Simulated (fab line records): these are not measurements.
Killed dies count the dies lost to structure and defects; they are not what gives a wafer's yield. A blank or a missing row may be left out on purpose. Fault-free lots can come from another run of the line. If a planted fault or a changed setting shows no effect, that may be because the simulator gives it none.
Struck lot and sound lot, side by side ; flow sky130 ; 18 out of 708 route steps
Sound: wafers L878.2, L878.3, L878.5. Struck: wafers L890.3, L890.5 (left out: L890.6, a lot-mate that was not struck); the cause follows at the end.
Order at every step that has rows: each side's tool, ch and its chambers, its first start. Under that, the readings that differ: sound wafers ; struck wafers ; difference of the means ; sigmas: that difference in standard deviations of wafers without a fault.
alike: a reading whose means differ by less than 2 such deviations, as well as words and numbers matching on both sides. not compared: withheld readings; readings where some wafer has no value; bounds like >300 that might hide an equal value; numbers whose values overlap and for which the record gives no deviation.
Wherever a step has rows on one side only, a row that says differs or no value, or a row with sigmas, the two part there. When numbers do not overlap yet have no deviation, they are printed without sigmas and do not part them. A reading missing from all wafers of one side parts the sides only when that side holds two or more wafers.

first, 2 steps without rows for these wafers: SKY_CONTACT_PEB_12; SKY_CONTACT_DEVELOP_13 (develop time 60 s).
SKY_CONTACT_CD_MEAS_14 targets a cd of 170 nm.
  struck on cd sem-01, day 36 02:05; sound on cd sem-02, day 32 04:08
  alike: cd nm
SKY_CONTACT_OVL_MEAS_15:
  struck on overlay-02, day 36 02:11; sound on overlay-02, day 32 04:14
  alike: CONTACT_OVL
then, 1 step without rows for these wafers: SKY_CONTACT_ETCH_16 (etches BARC in N2/H2, stops on SiO2, time 45.9 s, target depth 60 nm).
SKY_CONTACT_ETCH_17: etches SiO2 in C4F8/O2/Ar, stops on Si3N4, target depth 340 nm.
  sound on rie diel-03 ch 1,3, day 32 04:19; struck on rie diel-02 ch 0,1, day 36 02:15
  alike: oes product au
SKY_CONTACT_ETCH_18: etches Si3N4 in CHF3/O2, stops on TiN, time 39 s, target depth 75 nm.
  sound: rie diel-03 ch 1,3; struck: rie diel-02 ch 0,1
  alike: drypump motor current A, oes product au, throttle valve pct
  not compared: rf hours counter h
SKY_CONTACT_STRIP_19: strips in O2/N2.
  sound on plasma asher-04 ch 0,1, day 32 04:24; struck on plasma asher-03 ch 0,1, day 36 02:22
  alike: drypump motor current A, oes product au, strip time to endpoint s
  not compared: rf hours counter h
then, 3 steps without rows for these wafers: SKY_CONTACT_STRIP_20 (strips in post etch residue remover, time 1200 s); SKY_CONTACT_CLEAN_21 (cleans in IPA, time 180 s); SKY_CONTACT_CLEAN_22 (cleans in O3/DIW).
SKY_CONTACT_SPUTTER_23: material TiN, target thk 20 nm, time 80 s.
  struck on pvd sputter-04, day 36 03:00; sound on pvd sputter-03, day 32 04:59
  alike: throttle valve pct
SKY_CONTACT_CVD_24: deposits W, target thk 340 nm, time 102.12 s.
  sound on cvd w-02 ch 0,1, day 32 05:03; struck on cvd w-02 ch 1, day 36 03:05
reading;sound;struck;difference;sigmas
model.W_of_CONTACT_CVD_24.thk nm (nm);337.3 341.8 337.3;200.8 200.8;-138.0;
  alike: heater power w, susceptor temp C
SKY_CONTACT_RS_MEAS_25: uses a four-point probe to measure.
  struck on film metro-04, day 36 03:13; sound on film metro-02, day 32 05:11
reading;sound;struck;difference;sigmas
CONTACT_W_RS (ohm/sq);0.341 0.337 0.341;0.577 0.576;+0.237;+61
SKY_CONTACT_THK_MEAS_26: measures by xrf.
  struck on film metro-04, day 36 03:19; sound on film metro-02, day 32 05:17
reading;sound;struck;difference;sigmas
CONTACT_W_THK (nm);326 330 326;198 198;-129;-32
SKY_CONTACT_CMP_27: polishes, stops on SiO2, t overpolish 15 s, target thk 0 nm.
  sound on cmp-01 ch 1,2,3, day 32 05:20; struck on cmp-01 ch 0,1, day 36 03:24
reading;sound;struck;difference;sigmas
time to endpoint s (s);82 86 89;51 50;-35;-9
  alike: motor current A
SKY_METAL1_SPUTTER_00: material Ti, target thk 15 nm, time 10 s.
  struck on pvd sputter-02, day 36 03:39; sound on pvd sputter-01, day 32 05:38
  alike: throttle valve pct
-- the record jumps here: 13 days lie between the struck wafers' starts before and after (it left off in module METAL1 and takes up again in module PAD_OPEN, whose first step shown is number 708 of the route) --
SKY_PAD_OPEN_PROBE_99:
  struck on prober-02, day 49 08:52; sound on prober-02, day 46 09:03
  alike: killed_at_M0_to_M3, killed_at_M4_up, killed at contacts, killed at front end, killed at other, killed dies, killed open, killed short

WHERE THEY PART
Last at SKY_CONTACT_CMP_27 as far as this record goes, first at SKY_CONTACT_RS_MEAS_25. Later steps at which nothing parts them and some readings are alike: SKY_METAL1_SPUTTER_00, SKY_PAD_OPEN_PROBE_99.

WHY: what the simulator had put in
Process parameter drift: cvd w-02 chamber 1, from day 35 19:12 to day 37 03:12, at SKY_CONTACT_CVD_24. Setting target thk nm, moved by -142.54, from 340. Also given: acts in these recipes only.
